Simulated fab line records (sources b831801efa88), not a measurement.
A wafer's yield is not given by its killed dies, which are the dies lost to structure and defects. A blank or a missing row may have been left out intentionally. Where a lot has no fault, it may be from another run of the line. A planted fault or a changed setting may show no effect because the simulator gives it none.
The same fault as seen by 2 desks    flow gf180mcu    only its own numbers are on each desk; what lay behind them is given at the end

## AT THE METROLOGY DESK
What the gauges read for every lot (on any tool): the sampled wafers with a number, averaged. Any lot whose mean is over 4 standard deviations away from the usual mean is out of limits and marked OUT; that distance is given in the brackets.
Columns: A = V4_BOW at GF_V4_BOW_MEAS_05, usual 133 um
lot   first seen here  A
L743  day 24 09:34     131
L744  day 24 14:52     142
L746  day 25 10:23     129
L747  day 26 00:54     121
L748  day 26 06:13     142
L749  day 26 08:13     126
L750  day 26 16:13     136
L751  day 26 21:52     139
L752  day 27 08:38     127
L758  day 28 23:43     128
L759  day 29 04:58     134
L764  day 30 13:49     135
This desk's verdict: no lot among the 12 shows anything out of limits.

## AT THE TOOL OWNER'S DESK: lithoTrack-02
The tool's own readings at GF_MIM_COAT_14 (resist thk 1000 nm): means of the sampled wafers that have a number, for each lot that ran on this tool. Any lot whose mean is over 4 standard deviations away from the usual mean is out of limits and marked OUT; that distance is given in the brackets.
Columns: A = spinSpeedRpm at GF_MIM_COAT_14, usual 3000.3 rpm
lot   first seen here  A
L744  day 26 01:02     3000.1
L747  day 27 10:38     3002.8
L749  day 27 16:08     3000.1
L750  day 28 00:05     2997.7
L752  day 28 16:16     3003.5
L758  day 30 05:17     3065.2 (+29) OUT
L759  day 30 10:31     3064.1 (+29) OUT
This desk finds L758, L759 out of limits, L758 being first, at day 30 05:17 (spinSpeedRpm at GF_MIM_COAT_14). Within limits: L744, L747, L749, L750, L752.

## PUT TOGETHER
The tool owner's desk could have raised an alarm at day 30 05:17, on L758, L759.
From the metrology desk's view, nothing was out of limits.
The metrology desk holds a record of L758, L759, inside its limits.
Of the lots named, all ran GF_MIM_COAT_14 on lithoTrack-02.

## WHAT THE SIMULATOR HAD PUT IN
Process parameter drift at GF_MIM_COAT_14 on lithoTrack-02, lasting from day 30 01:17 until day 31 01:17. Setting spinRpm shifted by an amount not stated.
Shown lots that were struck: L758, L759.
How many hours passed from the start of the fault until each desk's first out-of-limits reading: the tool owner's desk, 4.
